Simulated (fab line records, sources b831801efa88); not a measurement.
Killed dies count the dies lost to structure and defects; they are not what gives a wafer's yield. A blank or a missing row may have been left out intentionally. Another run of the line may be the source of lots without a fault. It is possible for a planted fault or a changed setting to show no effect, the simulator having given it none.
A lot that was struck, set against a sound lot ; flow gf180mcu ; 16 steps out of a route of 602
Sound: wafers L506.2, L506.3, L506.6. Wafers L501.2, L501.4, L501.6 were the ones struck. The cause is named last.
Order at every step that has rows: each side's tool, ch and its chambers, its first start. Under that, the readings that differ: sound wafers ; struck wafers ; difference of the means ; sigmas: that difference in standard deviations of wafers without a fault.
alike: words and numbers the same on both sides, and readings whose means are apart by under 2 such deviations; not compared: readings that were withheld, readings missing a value for some wafer, numbers with overlapping values and no deviation given by the record, and bounds like >300 which may hide the same value.
A row with sigmas, a row that says differs or no value, or rows on one side alone: a step with any of these is where the two part. When numbers do not overlap yet have no deviation, they are printed without sigmas and do not part them. A reading that every wafer of one side lacks parts them only if that side has two wafers or more.

GF_MIM_SPUTTER_07: material TiN, target thk 60 nm, time 50 s.
  sound: pvd_sputter-03 at day 29 22:02; struck: pvd_sputter-01 at day 28 10:56
  alike: throttle_valve_pct
GF_MIM_SPUTTER_08: material AlCu, target thk 200 nm, time 10.6 s.
  sound: pvd_sputter-03 at day 29 22:05; struck: pvd_sputter-01 at day 28 10:59
  alike: throttle_valve_pct
GF_MIM_SPUTTER_09: material TiN, target thk 35 nm, time 29.2 s.
  sound: pvd_sputter-03 at day 29 22:06; struck: pvd_sputter-01 at day 28 11:00
  alike: throttle_valve_pct
GF_MIM_RS_MEAS_10: uses a four-point probe to measure.
  sound: film_metro-04 at day 29 22:09; struck: film_metro-04 at day 28 11:03
  alike: MIM_ALCU_RS
GF_MIM_THK_MEAS_11: measures by xrf.
  sound: film_metro-04 at day 29 22:16; struck: film_metro-04 at day 28 11:10
  alike: MIM_ALCU_THK
then, 7 steps without rows for these wafers: GF_MIM_DEHYDRATE_12 (time 60 s); GF_MIM_HMDS_13 (prime time 60 s); GF_MIM_COAT_14 (resist thk 1000 nm); GF_MIM_SOFTBAKE_15 (time 60 s); GF_MIM_EXPOSE_16 (exposes mask FuseTop, target cd 2000 nm); GF_MIM_PEB_17; GF_MIM_DEVELOP_18 (develop time 60 s).
GF_MIM_METAL_ETCH_19: etches the open film in Cl2/BCl3, stops on Si3N4, target depth 324.5 nm, time 54.1 s.
  sound on rie_metal-04 ch 0,1, day 30 16:04; struck on rie_metal-03 ch 0, day 29 06:03
reading;sound;struck;difference;sigmas
oes_product_au (a.u.);0.937 0.944 0.945;0.901 0.895 0.905;-0.042;-7
rf_fwd_power_W (W);789 791 793;656 660 658;-133;-33
throttle_valve_pct (%);28.279 28.289 28.272;28.332 28.332 28.313;+0.046;+5
model.etch.depth_nm (nm);294.9 294.9 294.5;273.7 272.9 275.5;-20.7;
model.MIM.feature_depth_nm (nm);294.9 294.9 294.5;273.7 272.9 275.5;-20.7;
model.NOVOLAK_of_MIM_COAT_14.thk_nm (nm);870.2 863.3 870.2;894 894.9 892.2;+26;
  alike: drypump_motor_current_A, mfc_cl2_sccm
  not compared: rf_hours_counter_h
GF_MIM_STRIP_20: strips in O2/N2.
  sound on plasma_asher-02 ch 0,1, day 30 16:08; struck on plasma_asher-04 ch 0,1, day 29 06:07
reading;sound;struck;difference;sigmas
strip_time_to_endpoint_s (s);11.22 11.13 11.22;11.49 11.51 11.49;+0.31;+7
  alike: drypump_motor_current_A, heater_power_w, o2_flow_sccm, oes_product_au
  not compared: rf_hours_counter_h
then, 1 step without rows for these wafers: GF_MIM_STRIP_21 (strips in post etch residue remover, time 1200 s).
-- the record jumps here: 3 days lie between the struck wafers' starts before and after (it left off in module MIM and takes up again in module PASSIVATION, whose first step shown is number 602 of the route) --
GF_PASSIVATION_PROBE_99:
  sound: prober-01 at day 33 18:47; struck: prober-02 at day 32 13:02
reading;sound;struck;difference;sigmas
model.etest.met5.line_ohm_um;0.2536 0.2645 0.2619;184.6 204.2 221.8;+203.3;
model.etest.via5_chain.rc_ohm;6.83 7.215 7.093;139 152 156.9;+142;
model.etest.met5.rs_ohm_sq;0.07097 0.07428 0.07374;52.29 56.51 61.62;+56.73;
model.etest.nplus_sal_6v.open;0 0 0;1 1 1;+1;
model.etest.pldd_3p3.open;0 0 0;1 1 1;+1;
model.etest.contact_poly.open;0 0 0;1 1 1;+1;
model.etest.ring_3p3.no_ring;0 0 0;1 1 1;+1;
  not compared: model.etest.met5.rs_ohm_sq_rim_less_centre

## WHERE THEY PART
Earliest at GF_MIM_METAL_ETCH_19; latest, in this record, at GF_MIM_STRIP_20.

WHY: the cause the simulator had injected
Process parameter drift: rie_metal-03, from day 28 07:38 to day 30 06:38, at GF_MIM_METAL_ETCH_19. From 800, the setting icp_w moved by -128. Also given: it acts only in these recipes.
